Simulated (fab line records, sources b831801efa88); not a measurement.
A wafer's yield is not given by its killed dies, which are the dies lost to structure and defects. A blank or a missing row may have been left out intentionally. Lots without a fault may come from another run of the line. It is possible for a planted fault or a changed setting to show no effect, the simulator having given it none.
2 desks looking at one fault :: flow sfq line :: numbers are kept per desk, each desk with only its own; the story behind them comes last

AT THE METROLOGY DESK
What the gauges read, lot by lot, whatever tool the lot ran on: means of the sampled wafers that have a number. Any lot whose mean is over 4 standard deviations away from the usual mean is out of limits and marked OUT; that distance is given in the brackets.
Columns: A = M6_NB_RS at SFQ_M6_RS_MEAS_938, usual 0.893 ohm/sq
lot: L173
first seen here: day 53 03:04
A: 0.881

lot: L174
first seen here: day 53 19:53
A: 0.898

lot: L176
first seen here: day 55 06:50
A: 0.887

lot: L177
first seen here: day 55 11:50
A: 0.896

lot: L179
first seen here: day 56 01:20
A: 0.880

lot: L181
first seen here: day 56 08:21
A: 0.890

lot: L182
first seen here: day 56 16:09
A: 0.891

lot: L185
first seen here: day 60 05:45
A: 0.889

lot: L186
first seen here: day 60 06:59
A: 0.893

lot: L190
first seen here: day 61 02:05
A: 0.902

lot: L192
first seen here: day 62 16:04
A: 0.894

lot: L194
first seen here: day 63 13:34
A: 0.954 (+6.3) OUT

lot: L196
first seen here: day 65 06:37
A: 0.885
This desk finds L194 out of limits, with the earliest case on L194 at day 63 13:34 (M6_NB_RS at SFQ_M6_RS_MEAS_938). In limits: L173, L174, L176, L177, L179, L181, L182, L185, L186, L190, L192, L196.

FOR THE TOOL OWNER'S DESK: pvd sputter-03
The tool's own readings at SFQ_TRILAYER_M6_DEP_SPUTTER_157 (material Nb, target thk 200 nm, time 133.3 s): means of the sampled wafers that have a number, for each lot that ran on this tool. Any lot whose mean is over 4 standard deviations away from the usual mean is out of limits and marked OUT; that distance is given in the brackets.
Columns: A = base pressure pa at SFQ_TRILAYER_M6_DEP_SPUTTER_157, usual 1.33e-06 Pa; B = cathode dc power W at SFQ_TRILAYER_M6_DEP_SPUTTER_157, usual 2000.0 W; C = throttle valve pct at SFQ_TRILAYER_M6_DEP_SPUTTER_157, usual 30.4 %
lot: L176
first seen here: day 55 06:44
A: 1.31e-06
B: 2000.4
C: 29.6

lot: L179
first seen here: day 56 01:14
A: 1.31e-06
B: 2000.0
C: 29.8

lot: L181
first seen here: day 56 08:16
A: 1.34e-06
B: 1999.8
C: 29.6

lot: L192
first seen here: day 62 15:57
A: 1.38e-06
B: 1999.8
C: 29.2

lot: L194
first seen here: day 63 13:29
A: 1.32e-06
B: 1867.1 (-99 or more) OUT
C: 29.2
Finding of this desk: L194 out of limits; the first was L194 at day 63 13:29, on cathode dc power W at SFQ_TRILAYER_M6_DEP_SPUTTER_157. In limits: L176, L179, L181, L192.

ALL TOGETHER
The tool owner's desk could have raised an alarm at day 63 13:29, on L194.
Metrology desk: alarm possible at day 63 13:34 on L194.
All the named lots went through SFQ_TRILAYER_M6_DEP_SPUTTER_157 on pvd sputter-03.

WHAT THE SIMULATOR HAD PUT IN
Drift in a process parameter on pvd sputter-03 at SFQ_TRILAYER_M6_DEP_SPUTTER_157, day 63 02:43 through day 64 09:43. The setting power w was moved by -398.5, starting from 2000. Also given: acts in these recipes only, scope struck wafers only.
Lots struck among those shown: L194.
Delay (hours) between the fault's onset and each desk's first out-of-limits reading: 11 at the tool owner's desk, 11 at the metrology desk.
